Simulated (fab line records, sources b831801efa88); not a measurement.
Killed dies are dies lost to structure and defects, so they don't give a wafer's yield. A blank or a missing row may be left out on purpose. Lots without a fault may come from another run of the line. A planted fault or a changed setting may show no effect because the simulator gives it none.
One fault seen from 2 desks | flow sky130 | each desk has only its own numbers; what lay behind them comes last

THE TOOL OWNER'S DESK: rie_diel-03
The tool's own readings at SKY_VIA2_ETCH_14 (etches BARC in N2/H2, stops on SiO2, time 45.9 s, target depth 60 nm): means of the sampled wafers that have a number, for each lot that ran on this tool. A lot is out of limits, marked OUT, if its mean lies more than 4 standard deviations from the usual mean; the brackets give that distance.
Columns: A = chamber_pressure_mTorr at SKY_VIA2_ETCH_14, usual 29.998 mTorr; B = drypump_motor_current_A at SKY_VIA2_ETCH_14, usual 5.8 A; C = h2_flow_sccm at SKY_VIA2_ETCH_14, usual 199.9 sccm; D = oes_product_au at SKY_VIA2_ETCH_14, usual 0.855 a.u.; E = run_length_s at SKY_VIA2_ETCH_14, usual 74.1 s; F = throttle_valve_pct at SKY_VIA2_ETCH_14, usual 13.224 %
lot  | first seen here | A      | B   | C     | D               | E               | F
L572 | day 38 06:34    | 29.992 | 5.4 | 199.7 | 0.863           | 73.9            | 13.220
L580 | day 41 01:35    | 29.994 | 5.5 | 199.9 | 0.976 (+23) OUT | 68.3 (-14) OUT  | 13.239
L581 | day 41 12:10    | 30.008 | 5.2 | 199.6 | 0.914 (+11) OUT | 71.2 (-7.1) OUT | 13.230
L582 | day 41 17:06    | 29.991 | 5.8 | 200.7 | 0.914 (+11) OUT | 71.2 (-7.2) OUT | 13.223
This desk's finding: out of limits on L580, L581, L582; first on L580, day 41 01:35 (oes_product_au at SKY_VIA2_ETCH_14). In limits: L572.

THE METROLOGY DESK
What the gauges read, lot by lot, whatever tool the lot ran on: means of the sampled wafers that have a number. A lot is out of limits, marked OUT, if its mean lies more than 4 standard deviations from the usual mean; the brackets give that distance.
Columns: A = VIA2_BOW at SKY_VIA2_BOW_MEAS_03, usual 86 um; B = cd_nm at SKY_VIA2_CD_MEAS_12, usual 200.7 nm; C = VIA2_OVL at SKY_VIA2_OVL_MEAS_13, usual 0 nm
lot  | first seen here | A  | B     | C
L572 | day 37 04:28    | 88 | 201.9 | 2
L573 | day 37 13:46    | 89 | 198.5 | -2
L580 | day 40 00:22    | 82 | 198.9 | -4
L581 | day 40 11:17    | 94 | 201.2 | -1
L582 | day 40 16:06    | 84 | 200.3 | 6
L591 | day 42 21:23    | 82 | 200.5 | -3
L592 | day 42 23:27    | 91 | 200.9 | -7
This desk's finding: nothing out of limits on any of the 7 lots.

PUT TOGETHER
The tool owner's desk could have raised an alarm at day 41 01:35, on L580, L581, L582.
The metrology desk saw nothing out of limits.
The metrology desk has L580, L581, L582 on record, within its limits.
Of the lots named, all ran SKY_VIA2_ETCH_14 on rie_diel-03.

WHAT THE SIMULATOR HAD PUT IN
Process parameter drift: rie_diel-03, from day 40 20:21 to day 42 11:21, at SKY_VIA2_ETCH_14. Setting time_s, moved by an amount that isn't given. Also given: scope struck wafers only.
Lots struck among those shown: L580, L581, L582.
Hours from the fault's start to each desk's first reading out of limits: the tool owner's desk, 5.
